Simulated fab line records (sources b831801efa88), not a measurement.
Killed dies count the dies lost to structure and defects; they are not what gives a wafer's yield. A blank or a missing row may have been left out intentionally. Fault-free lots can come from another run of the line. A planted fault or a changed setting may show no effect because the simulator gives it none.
fab line records	flow gf180mcu
record: lots: 24	wafers: 72	last-day: 34
route steps=602 shown V3@444 V4@490 MIM@509 M5@534 V5@562
lots that met no fault: from a run of the same line without faults
start-h: hours from the record's opening day to when the first of the lot's shown wafers began	wait-h: hours elapsed since this lot's preceding step	" same as the row above	L1.1+2: one row covering several wafers at once	- value missing, or start not given	* or withheld: withheld	< > ~ a bound
route shown NAME@n: names a module that has steps shown in the file, with the first one's number in the route	usual: the fault-free wafers' mean and standard deviation	same: alike in all rows	chamber/n: place in a boat	sites: each site's reading	_std_site: standard deviation of those values	_edge_site: mean of outer sites minus mean of inner sites	radius-mm: how far each site lies from the wafer's centre	mask NAME#n: copy n	behind: the most recent tool/chamber to have shaped the wafer	hold: what put the lot on hold/how long, in hours/how the hold closed	device: which transistor (n, p or np) failed to switch	end of line: the same wafers' tests at the end of the route	step lacking rows: just its recipe	killed: the dies lost at the first sort to structure and to defects; this is not the yield of the wafer	map: shows each die of a wafer: x if killed, . if not, _ if none is there
set.NAME: the setting the step ran with; set.NAME@STEP: the setting that earlier step ran with	model.NAME: the simulator's own value behind a step, which no gauge read
steps of the route over a sample of lots; a table a step, a row a wafer
services: the hour from which a tool's chamber was out of use, counted from the record's first day as start-h (under 0 if before that day), plus the number of hours and why
== steps ==
step: GF_V3_OVL_MEAS_15
usual: V3_OVL: 4/4.5
lot.wafer	tool	chamber	start-h	wait-h	V3_OVL[nm]
L074.1	overlay-02	-	511.54	0.1	4
L074.4	"	-	"	"	13
L074.5	"	-	"	"	11
L075.1	overlay-02	-	530.15	0.1	8
L075.4	"	-	"	"	13
L075.5	"	-	"	"	2
L076.2	overlay-01	-	537.03	0.1	5
L076.4	"	-	"	"	4
L076.6	"	-	"	"	-1
L077.3	overlay-01	-	545.15	0.1	11
L077.5	"	-	"	"	3
L077.6	"	-	"	"	3
L078.1	overlay-02	-	549.35	0.1	2
L078.5	"	-	"	"	13
L078.6	"	-	"	"	12
L079.1	overlay-02	-	556.20	0.1	1
L079.5	"	-	"	"	-6
L079.6	"	-	"	"	-1
L080.1	overlay-01	-	576.85	0.1	1
L080.2	"	-	"	"	12
L080.5	"	-	"	"	1
L081.1	overlay-01	-	581.39	0.1	7
L081.3	"	-	"	"	3
L081.4	"	-	"	"	5
L082.1	overlay-01	-	582.27	0.1	9
L082.4	"	-	"	"	5
L082.6	"	-	"	"	1
L083.1	overlay-02	-	590.47	0.1	4
L083.4	"	-	"	"	7
L083.5	"	-	"	"	5
L084.2	overlay-01	-	605.60	0.1	-2
L084.3	"	-	"	"	-5
L084.5	"	-	"	"	0
L085.1	overlay-01	-	607.20	0.1	2
L085.2	"	-	"	"	3
L085.4	"	-	"	"	3
L086.1	overlay-02	-	615.49	0.1	4
L086.5	"	-	"	"	1
L086.6	"	-	"	"	4
L087.1	overlay-01	-	623.19	0.1	4
L087.4	"	-	"	"	-3
L087.5	"	-	"	"	7
L088.2	overlay-02	-	631.20	0.1	1
L088.4	"	-	"	"	-5
L088.6	"	-	"	"	-1
L089.1	overlay-01	-	638.62	0.1	10
L089.4	"	-	"	"	7
L089.6	"	-	"	"	5
L090.1	overlay-01	-	646.30	0.1	5
L090.3	"	-	"	"	-1
L090.5	"	-	"	"	9
L091.1	overlay-02	-	650.92	0.1	13
L091.2	"	-	"	"	9
L091.4	"	-	"	"	13
L092.1	overlay-01	-	661.70	0.1	1
L092.3	"	-	"	"	3
L092.5	"	-	"	"	1
L093.1	overlay-02	-	662.49	0.1	8
L093.3	"	-	"	"	5
L093.5	"	-	"	"	1
L094.1	overlay-02	-	668.89	0.1	10
L094.2	"	-	"	"	5
L094.5	"	-	"	"	13
L095.1	overlay-01	-	678.20	0.1	-1
L095.2	"	-	"	"	1
L095.4	"	-	"	"	-4
L096.1	overlay-02	-	688.67	0.1	-2
L096.2	"	-	"	"	0
L096.4	"	-	"	"	6
L097.2	overlay-01	-	688.75	0.1	6
L097.3	"	-	"	"	3
L097.4	"	-	"	"	2
step: GF_V4_CD_MEAS_14
recipe: target-cd-nm: 260
usual: cd-nm: 260.4/1.3
lot.wafer	tool	chamber	start-h	wait-h	cd-nm
L074.1	cd-sem-01	-	559.80	0.1	260.2
L074.4	"	-	"	"	260.7
L074.5	"	-	"	"	259.1
L075.1	cd-sem-02	-	578.33	0.1	262.4
L075.4	"	-	"	"	262.1
L075.5	"	-	"	"	261.7
L076.2	cd-sem-01	-	584.33	0.1	262.2
L076.4	"	-	"	"	261.2
L076.6	"	-	"	"	261.6
L077.3	cd-sem-01	-	591.34	0.1	263.2
L077.5	"	-	"	"	262.0
L077.6	"	-	"	"	260.5
L078.1	cd-sem-02	-	595.33	0.1	257.5
L078.5	"	-	"	"	258.0
L078.6	"	-	"	"	257.4
L079.1	cd-sem-02	-	601.23	0.1	260.0
L079.5	"	-	"	"	260.5
L079.6	"	-	"	"	261.3
L080.1	cd-sem-02	-	620.75	0.1	260.3
L080.2	"	-	"	"	259.1
L080.5	"	-	"	"	259.4
L081.1	cd-sem-01	-	625.51	0.1	261.1
L081.3	"	-	"	"	260.4
L081.4	"	-	"	"	261.2
L082.1	cd-sem-01	-	627.00	0.2	260.4
L082.4	"	-	"	"	258.8
L082.6	"	-	"	"	260.1
L083.1	cd-sem-01	-	635.00	0.1	260.2
L083.4	"	-	"	"	261.6
L083.5	"	-	"	"	261.3
L084.2	cd-sem-01	-	649.21	0.1	259.0
L084.3	"	-	"	"	259.9
L084.5	"	-	"	"	259.0
L085.1	cd-sem-01	-	650.50	0.2	259.2
L085.2	"	-	"	"	258.2
L085.4	"	-	"	"	258.2
L086.1	cd-sem-01	-	658.55	0.1	257.9
L086.5	"	-	"	"	259.2
L086.6	"	-	"	"	258.1
L087.1	cd-sem-02	-	666.46	0.1	261.0
L087.4	"	-	"	"	262.3
L087.5	"	-	"	"	261.9
L088.2	cd-sem-02	-	671.36	0.1	261.8
L088.4	"	-	"	"	262.3
L088.6	"	-	"	"	262.6
L089.1	cd-sem-02	-	683.63	0.1	261.8
L089.4	"	-	"	"	260.6
L089.6	"	-	"	"	260.3
L090.1	cd-sem-01	-	690.23	0.1	261.9
L090.3	"	-	"	"	261.5
L090.5	"	-	"	"	262.0
L091.1	cd-sem-02	-	692.86	0.1	257.6
L091.2	"	-	"	"	259.5
L091.4	"	-	"	"	260.0
L092.1	cd-sem-02	-	706.55	0.1	260.5
L092.3	"	-	"	"	259.8
L092.5	"	-	"	"	260.0
L093.1	cd-sem-01	-	706.76	0.1	260.8
L093.3	"	-	"	"	260.4
L093.5	"	-	"	"	259.4
L094.1	cd-sem-02	-	711.81	0.1	259.1
L094.2	"	-	"	"	258.8
L094.5	"	-	"	"	260.5
L095.1	cd-sem-02	-	717.93	0.1	261.8
L095.2	"	-	"	"	260.7
L095.4	"	-	"	"	261.5
L097.2	cd-sem-01	-	727.78	0.1	259.6
L097.3	"	-	"	"	260.3
L097.4	"	-	"	"	260.0
L096.1	cd-sem-02	-	728.98	0.1	259.7
L096.2	"	-	"	"	259.5
L096.4	"	-	"	"	259.5
step: GF_V4_ETCH_16
recipe: chemistry: N2/H2	target-depth-a: withheld	overetch-a: withheld	time-s: withheld	target: BARC	ion-energy-ev: 200	source-w: 500	bias-w: 100	pressure-mtorr: 30	n2-flow-sccm: 100	h2-flow-sccm: 200
usual: drypump-motor-current-A: 5.8/0.38	oes-product-au: 0.855/0.0047	throttle-valve-pct: 13.226/0.0089
lot.wafer	tool	chamber	start-h	wait-h	drypump-motor-current-A	oes-product-au	throttle-valve-pct
L074.1	rie-diel-04	1	559.96	0.0	5.8	0.851	13.220
L074.4	"	0	"	"	5.9	0.853	13.224
L074.5	"	3	"	"	6.5	0.848	13.232
L075.1	rie-diel-02	3	578.49	0.0	6.0	0.856	13.232
L075.4	"	2	"	"	5.8	0.852	13.200
L075.5	"	2	"	"	5.8	0.853	13.219
L076.2	rie-diel-04	1	584.47	0.0	5.8	0.850	13.235
L076.4	"	2	"	"	6.3	0.857	13.229
L076.6	"	0	"	"	5.9	0.849	13.210
L077.3	rie-diel-04	2	591.46	0.0	6.3	0.863	13.213
L077.5	"	0	"	"	5.9	0.849	13.195
L077.6	"	3	"	"	6.6	0.859	13.218
L078.1	rie-diel-01	3	595.49	0.0	5.9	0.858	13.223
L078.5	"	3	"	"	5.8	0.858	13.242
L078.6	"	2	"	"	5.2	0.854	13.227
L079.1	rie-diel-04	3	601.39	0.0	6.6	0.857	13.234
L079.5	"	1	"	"	5.8	0.861	13.217
L079.6	"	2	"	"	6.3	0.860	13.239
L080.1	rie-diel-04	0	620.91	0.0	5.9	0.856	13.229
L080.2	"	2	"	"	6.3	0.855	13.210
L080.5	"	3	"	"	6.5	0.848	13.218
L081.1	rie-diel-02	1	625.66	0.0	4.9	0.854	13.225
L081.3	"	3	"	"	6.0	0.847	13.220
L081.4	"	2	"	"	5.7	0.848	13.222
L082.1	rie-diel-02	1	627.16	0.0	4.9	0.850	13.231
L082.4	"	2	"	"	5.8	0.857	13.231
L082.6	"	1	"	"	4.9	0.858	13.238
L083.1	rie-diel-01	1	635.16	0.0	5.6	0.863	13.247
L083.4	"	3	"	"	5.8	0.861	13.224
L083.5	"	1	"	"	5.7	0.862	13.226
L084.2	rie-diel-01	0	649.35	0.0	5.5	0.856	13.232
L084.3	"	2	"	"	5.2	0.858	13.220
L084.5	"	0	"	"	5.6	0.849	13.225
L085.1	rie-diel-02	3	650.66	0.0	6.0	0.861	13.222
L085.2	"	0	"	"	5.8	0.855	13.224
L085.4	"	2	"	"	5.7	0.862	13.223
L086.1	rie-diel-04	2	658.71	0.0	6.3	0.855	13.219
L086.5	"	2	"	"	6.3	0.858	13.234
L086.6	"	1	"	"	5.8	0.856	13.223
L087.1	rie-diel-02	3	666.62	0.0	6.0	0.861	13.230
L087.4	"	1	"	"	4.9	0.856	13.233
L087.5	"	0	"	"	5.8	0.852	13.224
L088.2	rie-diel-01	1	671.50	0.0	5.6	0.861	13.218
L088.4	"	3	"	"	5.8	0.857	13.235
L088.6	"	0	"	"	5.5	0.854	13.222
L089.1	rie-diel-02	0	683.79	0.0	5.8	0.852	13.242
L089.4	"	1	"	"	4.9	0.856	13.223
L089.6	"	0	"	"	5.8	0.856	13.225
L090.1	rie-diel-02	3	690.39	0.0	6.0	0.842	13.221
L090.3	"	2	"	"	5.7	0.852	13.222
L090.5	"	2	"	"	5.7	0.855	13.214
L091.1	rie-diel-02	0	693.02	0.0	5.8	0.855	13.220
L091.2	"	1	"	"	4.9	0.857	13.217
L091.4	"	2	"	"	5.8	0.858	13.235
L092.1	rie-diel-02	2	706.71	0.0	5.7	0.855	13.237
L092.3	"	3	"	"	6.0	0.853	13.224
L092.5	"	1	"	"	4.9	0.854	13.226
L093.1	rie-diel-04	2	706.92	0.0	6.3	0.859	13.215
L093.3	"	0	"	"	5.9	0.858	13.244
L093.5	"	1	"	"	5.8	0.849	13.241
L094.1	rie-diel-04	1	711.97	0.0	5.8	0.853	13.222
L094.2	"	2	"	"	6.3	0.854	13.219
L094.5	"	1	"	"	5.8	0.858	13.219
L095.1	rie-diel-02	0	718.09	0.0	5.8	0.859	13.216
L095.2	"	2	"	"	5.7	0.857	13.230
L095.4	"	3	"	"	6.0	0.858	13.220
L097.2	rie-diel-02	2	727.92	0.0	5.7	0.853	13.219
L097.3	"	3	"	"	6.0	0.855	13.231
L097.4	"	0	"	"	5.8	0.858	13.225
L096.1	rie-diel-01	3	729.14	0.0	5.8	0.853	13.229
L096.2	"	1	"	"	5.6	0.851	13.217
L096.4	"	1	"	"	5.6	0.860	13.212
step: GF_MIM_THK_MEAS_06
recipe: reads: Si3N4_of_MIM_CVD_05
usual: MIM_CVD_05_THK: 42.2/0.52
lot.wafer	tool	chamber	start-h	wait-h	MIM_CVD_05_THK[nm]
L074.1	film-metro-03	-	561.58	0.0	42.1
L074.4	"	-	"	"	43.2
L074.5	"	-	"	"	42.8
L075.1	film-metro-03	-	580.10	0.0	42.1
L075.4	"	-	"	"	42.6
L075.5	"	-	"	"	42.2
L076.2	film-metro-03	-	586.09	0.0	42.2
L076.4	"	-	"	"	42.7
L076.6	"	-	"	"	42.3
L077.3	film-metro-03	-	593.15	0.0	43.1
L077.5	"	-	"	"	43.3
L077.6	"	-	"	"	42.9
L078.1	film-metro-02	-	597.16	0.0	41.6
L078.5	"	-	"	"	42.3
L078.6	"	-	"	"	42.8
L079.1	film-metro-03	-	603.09	0.0	42.0
L079.5	"	-	"	"	42.1
L079.6	"	-	"	"	42.1
L080.1	film-metro-04	-	622.73	0.0	42.3
L080.2	"	-	"	"	42.4
L080.5	"	-	"	"	42.8
L081.1	film-metro-04	-	627.29	0.0	42.3
L081.3	"	-	"	"	42.1
L081.4	"	-	"	"	42.9
L082.1	film-metro-03	-	628.77	0.0	41.3
L082.4	"	-	"	"	42.8
L082.6	"	-	"	"	42.0
L083.1	film-metro-03	-	636.77	0.0	41.6
L083.4	"	-	"	"	42.5
L083.5	"	-	"	"	42.5
L084.2	film-metro-02	-	650.97	0.0	41.3
L084.3	"	-	"	"	41.4
L084.5	"	-	"	"	41.9
L085.1	film-metro-03	-	652.47	0.0	41.1
L085.2	"	-	"	"	41.6
L085.4	"	-	"	"	42.6
L086.1	film-metro-03	-	666.36	0.0	41.6
L086.5	"	-	"	"	42.9
L086.6	"	-	"	"	42.8
L087.1	film-metro-04	-	671.46	0.0	41.9
L087.4	"	-	"	"	42.5
L087.5	"	-	"	"	42.5
L088.2	film-metro-04	-	675.67	0.0	41.4
L088.4	"	-	"	"	42.1
L088.6	"	-	"	"	41.7
L089.1	film-metro-03	-	685.40	0.0	41.0
L089.4	"	-	"	"	41.9
L089.6	"	-	"	"	42.6
L090.1	film-metro-03	-	692.14	0.0	42.0
L090.3	"	-	"	"	42.2
L090.5	"	-	"	"	42.4
L091.1	film-metro-04	-	694.63	0.0	42.0
L091.2	"	-	"	"	42.2
L091.4	"	-	"	"	42.7
L092.1	film-metro-04	-	708.64	0.0	42.6
L092.3	"	-	"	"	42.2
L092.5	"	-	"	"	43.1
L093.1	film-metro-03	-	708.94	0.0	42.3
L093.3	"	-	"	"	41.5
L093.5	"	-	"	"	42.6
L094.1	film-metro-04	-	713.58	0.0	41.9
L094.2	"	-	"	"	41.9
L094.5	"	-	"	"	42.7
L095.1	film-metro-04	-	719.70	0.0	41.7
L095.2	"	-	"	"	41.7
L095.4	"	-	"	"	42.5
L097.2	film-metro-03	-	729.54	0.0	41.6
L097.3	"	-	"	"	41.7
L097.4	"	-	"	"	41.7
L096.1	film-metro-03	-	730.75	0.0	42.1
L096.2	"	-	"	"	41.7
L096.4	"	-	"	"	42.9
step: GF_M5_OVL_MEAS_08
usual: M5_OVL: 1/5.7
lot.wafer	tool	chamber	start-h	wait-h	M5_OVL[nm]
L074.1	overlay-02	-	604.30	0.1	12
L074.4	"	-	"	"	6
L074.5	"	-	"	"	4
L075.1	overlay-01	-	621.65	0.1	-1
L075.4	"	-	"	"	-2
L075.5	"	-	"	"	0
L076.2	overlay-01	-	628.91	0.1	1
L076.4	"	-	"	"	7
L076.6	"	-	"	"	1
L077.3	overlay-02	-	634.96	0.1	-6
L077.5	"	-	"	"	0
L077.6	"	-	"	"	-8
L078.1	overlay-02	-	638.97	0.1	-3
L078.5	"	-	"	"	-2
L078.6	"	-	"	"	-6
L079.1	overlay-01	-	645.05	0.1	12
L079.5	"	-	"	"	2
L079.6	"	-	"	"	2
L080.1	overlay-01	-	662.84	0.1	-8
L080.2	"	-	"	"	1
L080.5	"	-	"	"	-6
L081.1	overlay-01	-	666.29	0.1	3
L081.3	"	-	"	"	-2
L081.4	"	-	"	"	-3
L082.1	overlay-01	-	667.45	0.1	0
L082.4	"	-	"	"	3
L082.6	"	-	"	"	-4
L083.1	overlay-02	-	673.65	0.1	3
L083.4	"	-	"	"	2
L083.5	"	-	"	"	-1
L084.2	overlay-01	-	688.61	0.1	-1
L084.3	"	-	"	"	0
L084.5	"	-	"	"	-4
L085.1	overlay-02	-	689.07	0.1	-1
L085.2	"	-	"	"	-7
L085.4	"	-	"	"	-2
L086.1	overlay-01	-	702.34	0.1	-6
L086.5	"	-	"	"	-4
L086.6	"	-	"	"	-5
L087.1	overlay-01	-	709.09	0.1	4
L087.4	"	-	"	"	6
L087.5	"	-	"	"	1
L088.2	overlay-01	-	713.88	0.1	12
L088.4	"	-	"	"	4
L088.6	"	-	"	"	11
L089.1	overlay-02	-	722.62	0.1	3
L089.4	"	-	"	"	7
L089.6	"	-	"	"	5
L090.1	overlay-01	-	728.75	0.1	7
L090.3	"	-	"	"	8
L090.5	"	-	"	"	8
L091.1	overlay-02	-	731.87	0.1	-7
L091.2	"	-	"	"	-3
L091.4	"	-	"	"	3
L092.1	overlay-02	-	744.95	0.1	-3
L092.3	"	-	"	"	-3
L092.5	"	-	"	"	-3
L093.1	overlay-01	-	745.29	0.1	-1
L093.3	"	-	"	"	-6
L093.5	"	-	"	"	0
L094.1	overlay-02	-	748.97	0.1	-1
L094.2	"	-	"	"	-9
L094.5	"	-	"	"	-4
L095.1	overlay-01	-	754.32	0.1	11
L095.2	"	-	"	"	9
L095.4	"	-	"	"	6
L097.2	overlay-01	-	763.36	0.1	17
L097.3	"	-	"	"	3
L097.4	"	-	"	"	5
L096.1	overlay-01	-	765.40	0.1	-4
L096.2	"	-	"	"	-3
L096.4	"	-	"	"	-1
step: GF_V5_SPUTTER_22
recipe: material: TiN	target-thk-nm: 10	chamber-pressure-pa: 5	power-w: 4000	time-s: 40
usual: throttle-valve-pct: 29.8/1
lot.wafer	tool	chamber	start-h	wait-h	throttle-valve-pct
L074.1	pvd-sputter-02	-	627.22	0.0	30.5
L074.4	"	-	"	"	29.6
L074.5	"	-	"	"	30.3
L075.1	pvd-sputter-02	-	644.47	0.0	28.8
L075.4	"	-	"	"	29.4
L075.5	"	-	"	"	29.4
L076.2	pvd-sputter-02	-	651.29	0.0	29.6
L076.4	"	-	"	"	28.8
L076.6	"	-	"	"	30.6
L077.3	pvd-sputter-03	-	657.67	0.0	31.4
L077.5	"	-	"	"	30.5
L077.6	"	-	"	"	29.6
L078.1	pvd-sputter-02	-	661.12	0.0	28.9
L078.5	"	-	"	"	29.3
L078.6	"	-	"	"	29.4
L079.1	pvd-sputter-04	-	667.02	0.0	30.2
L079.5	"	-	"	"	29.8
L079.6	"	-	"	"	31.1
L080.1	pvd-sputter-04	-	687.63	0.0	30.7
L080.2	"	-	"	"	30.7
L080.5	"	-	"	"	30.8
L081.1	pvd-sputter-04	-	689.73	0.0	30.6
L081.3	"	-	"	"	31.3
L081.4	"	-	"	"	29.9
L082.1	pvd-sputter-02	-	691.27	0.0	29.0
L082.4	"	-	"	"	29.3
L082.6	"	-	"	"	28.8
L083.1	pvd-sputter-04	-	696.98	0.0	30.4
L083.4	"	-	"	"	31.3
L083.5	"	-	"	"	30.9
L084.2	pvd-sputter-02	-	709.52	0.0	29.5
L084.3	"	-	"	"	29.3
L084.5	"	-	"	"	29.4
L085.1	pvd-sputter-03	-	710.22	0.0	30.3
L085.2	"	-	"	"	27.6
L085.4	"	-	"	"	27.3
L086.1	pvd-sputter-02	-	722.47	0.0	29.0
L086.5	"	-	"	"	29.0
L086.6	"	-	"	"	29.5
L087.1	pvd-sputter-04	-	728.87	0.0	30.4
L087.4	"	-	"	"	30.6
L087.5	"	-	"	"	29.9
L088.2	pvd-sputter-03	-	733.62	0.0	29.6
L088.4	"	-	"	"	27.4
L088.6	"	-	"	"	31.5
L089.1	pvd-sputter-03	-	742.23	0.0	31.6
L089.4	"	-	"	"	27.5
L089.6	"	-	"	"	29.5
L090.1	pvd-sputter-02	-	748.57	0.0	29.4
L090.3	"	-	"	"	29.3
L090.5	"	-	"	"	29.0
L091.1	pvd-sputter-03	-	751.22	0.0	30.5
L091.2	"	-	"	"	27.5
L091.4	"	-	"	"	29.5
L092.1	pvd-sputter-04	-	763.91	0.0	30.6
L092.3	"	-	"	"	30.0
L092.5	"	-	"	"	30.2
L093.1	pvd-sputter-02	-	764.45	0.0	28.9
L093.3	"	-	"	"	29.4
L093.5	"	-	"	"	29.4
L094.1	pvd-sputter-03	-	767.36	0.0	31.4
L094.2	"	-	"	"	29.3
L094.5	"	-	"	"	30.5
L095.1	pvd-sputter-02	-	772.67	0.0	28.9
L095.2	"	-	"	"	29.0
L095.4	"	-	"	"	29.3
L097.2	pvd-sputter-04	-	782.00	0.0	30.3
L097.3	"	-	"	"	30.2
L097.4	"	-	"	"	30.9
L096.1	pvd-sputter-03	-	783.53	0.0	29.5
L096.2	"	-	"	"	31.8
L096.4	"	-	"	"	30.5
== services ==
tool	chamber	start-h	hours	kind
pvd-sputter-03	-	544.46	2.8	repair
rie-diel-01	0	558.25	9.5	repair
rie-diel-01	3	565.68	7.7	repair
rie-diel-01	2	567.21	5.0	repair
rie-diel-02	2	584.94	-	clean
rie-diel-02	2	584.94	16.3	scheduled-down
rie-diel-02	2	584.94	16.3	vent-cycle
pvd-sputter-03	-	607.55	1.1	repair
pvd-sputter-04	-	626.23	2.3	repair
rie-diel-04	-	627.23	28.1	pm
rie-diel-01	1	638.33	3.9	repair
rie-diel-04	2	664.40	6.2	repair
pvd-sputter-04	-	664.57	0.5	repair
rie-diel-04	0	665.53	2.6	repair
rie-diel-02	-	668.09	0.7	repair
rie-diel-01	0	674.90	14.7	repair
rie-diel-01	3	685.90	6.6	repair
rie-diel-04	-	687.86	2.8	pm
rie-diel-02	1	689.36	1.4	repair
rie-diel-02	1	710.75	-	clean
rie-diel-01	2	727.22	6.1	repair
pvd-sputter-02	-	738.12	4.4	repair
rie-diel-02	-	743.68	1.8	repair
pvd-sputter-04	-	770.70	2.4	repair
== key ==
fault none
